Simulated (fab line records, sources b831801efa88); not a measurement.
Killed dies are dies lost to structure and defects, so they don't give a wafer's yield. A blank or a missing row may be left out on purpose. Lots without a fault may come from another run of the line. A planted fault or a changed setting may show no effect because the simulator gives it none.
Chamber matching | flow gf180mcu | GF_V2_CMP_04 on cmp-01: 4 sister chambers
The step polishes SiO2. 8 wafers are shown with their chamber, then 7 later ones without.

WAFERS WITH THEIR CHAMBER
wafer  | chamber | motor_current_A (A) | time_to_endpoint_s (s)
L791.3 | 2       | 11.7                | 73
L794.5 | 2       | 11.3                | 72
L794.6 | 3       | 10.8                | 76
L795.2 | 1       | 9.8                 | 74
L795.4 | 0       | 12.3                | 74
L795.5 | 1       | 10.6                | 74
L796.1 | 3       | 11.6                | 78
L796.2 | 0       | 12.7                | 72

WAFERS WITHOUT THEIR CHAMBER
wafer  | motor_current_A (A) | time_to_endpoint_s (s)
L796.4 | 11.8                | 79
L799.2 | 11.5                | 77
L799.5 | 11.4                | 77
L799.6 | 9.8                 | 76
L809.2 | 12.0                | 71
L809.4 | 11.8                | 72
L809.5 | 12.0                | 73

WHICH CHAMBER EACH WENT THROUGH
wafer  | from the rows above     | in truth
L796.4 | 3                       | 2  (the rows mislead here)
L799.2 | 3                       | 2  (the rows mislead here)
L799.5 | 3                       | 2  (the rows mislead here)
L799.6 | can't be placed: 1 or 3 | 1
L809.2 | can't be placed: 2 or 0 | 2
L809.4 | can't be placed: 2 or 0 | 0
L809.5 | can't be placed: 0 or 2 | 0
Placed correctly: 0 of 7. Can't be placed from these rows: 4 (the true chamber is among the candidates in 4). Placed wrongly: 3.
How it was worked out, from the rows above alone: a wafer's distance from a chamber is the root of the sum, over the readings, of the square of ((its reading less the chamber's mean) divided by the reading's scatter). The wafer belongs to the nearest chamber; if the next one is less than 2 further off, it can't be placed. A chamber's mean is the mean of its shown wafers. The scatter: the root of (the sum of the squares of (reading less its chamber's mean) over the shown wafers, divided by (wafers less chambers)).
